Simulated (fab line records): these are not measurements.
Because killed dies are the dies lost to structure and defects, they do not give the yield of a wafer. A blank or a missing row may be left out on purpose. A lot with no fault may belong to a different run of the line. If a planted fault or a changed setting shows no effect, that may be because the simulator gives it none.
A lot that was struck, set against a sound lot ; flow sky130 ; 16 steps out of a route of 708
Sound: the wafers L673.1, L673.3, L673.4. Wafers L671.1, L671.2, L671.3 were the ones struck. The cause is named last.
Per side, at each step with rows, come the tool, then ch with its chambers, and then its first start. Under that, the readings that differ: sound wafers ; struck wafers ; difference of the means ; sigmas: that difference in standard deviations of wafers without a fault.
alike: words and numbers the same on both sides, and readings whose means are apart by under 2 such deviations; not compared: readings that were withheld, readings missing a value for some wafer, numbers with overlapping values and no deviation given by the record, and bounds like >300 which may hide the same value.
Wherever a step has rows on one side only, a row that says differs or no value, or a row with sigmas, the two part there. Numbers that don't overlap but have no deviation are shown without sigmas and don't part them. A reading missing from all wafers of one side parts the sides only when that side holds two or more wafers.

first, 1 step without rows for these wafers: SKY_VIA4_HDPCVD_00 (deposits SiO2, target thk 1750 nm, time 291.7 s).
SKY_VIA4_THK_MEAS_01:
  sound on film_metro-04, day 46 19:34; struck on film_metro-02, day 46 09:57
  alike: VIA4_HDPCVD_THK
SKY_VIA4_CMP_02: polishes SiO2.
  sound on cmp-01 ch 0,1,2, day 46 19:41; struck on cmp-02 ch 0,2,3, day 46 10:01
  alike: edge_zone_pressure_frac, motor_current_A
SKY_VIA4_BOW_MEAS_03:
  sound on film_metro-01, day 46 19:59; struck on film_metro-04, day 46 10:19
  alike: VIA4_BOW
then, 7 steps without rows for these wafers: SKY_VIA4_DEHYDRATE_04 (time 60 s); SKY_VIA4_HMDS_05 (prime time 60 s); SKY_VIA4_COAT_06 (resist thk 1140 nm); SKY_VIA4_SOFTBAKE_07 (time 60 s); SKY_VIA4_EXPOSE_08 (exposes mask VIM4, target cd 800 nm); SKY_VIA4_PEB_09; SKY_VIA4_DEVELOP_10 (develop time 60 s).
SKY_VIA4_OVL_MEAS_11:
  sound on overlay-01, day 47 15:09; struck on overlay-01, day 47 06:24
  alike: VIA4_OVL
SKY_VIA4_ETCH_12: etches SiO2 in C4F8/O2/Ar, stops on TiN, target depth 580 nm.
  sound on rie_diel-04 ch 0,2,3, day 47 15:11; struck on rie_diel-01 ch 1,2,3, day 47 06:26
reading;sound;struck;difference;sigmas
rf_fwd_power_W (W);1488 1492 1490;1252 1255 1243;-240;-45
model.NOVOLAK_of_VIA4_COAT_06.thk_nm (nm);1008 1008 1010;1021 1018 1025;+13;
  alike: oes_product_au
SKY_VIA4_STRIP_13: strips in O2/N2.
  sound on plasma_asher-03 ch 0,1, day 47 15:16; struck on plasma_asher-02 ch 0,1, day 47 06:31
reading;sound;struck;difference;sigmas
strip_time_to_endpoint_s (s);12.83 12.77 12.80;12.91 12.88 12.96;+0.12;+4
  alike: drypump_motor_current_A, oes_product_au
  not compared: rf_hours_counter_h
then, 1 step without rows for these wafers: SKY_VIA4_STRIP_14 (strips in post etch residue remover, time 1200 s).
-- the record jumps here: 3 days lie between the struck wafers' starts before and after (it left off in module VIA4 and takes up again in module PAD_OPEN, whose first step shown is number 708 of the route) --
SKY_PAD_OPEN_PROBE_99:
  sound on prober-02, day 50 02:10; struck on prober-02, day 49 19:19
reading;sound;struck;difference;sigmas
killed_at_M4_up;2 3 4;12 9 3;+5;+3
  alike: defect_limited_yield, killed_at_M0_to_M3, killed_at_contacts, killed_at_front_end, killed_at_other, killed_dies, killed_open, killed_short
  not compared: model.etest.tester.sort_n_pass, model.etest.tester.sort_yield_pct, model.etest.tester.sort_bin_5_pct, model.etest.via4_chain.rc_ohm, model.etest.tester.sort_bin_8_pct, model.etest.tester.sort_bin_4_pct

WHERE THEY PART
Earliest at SKY_VIA4_ETCH_12; latest, in this record, at SKY_PAD_OPEN_PROBE_99.

WHY: whatever the simulator had introduced
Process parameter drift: rie_diel-01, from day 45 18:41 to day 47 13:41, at SKY_VIA4_ETCH_12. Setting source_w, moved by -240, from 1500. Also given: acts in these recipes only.
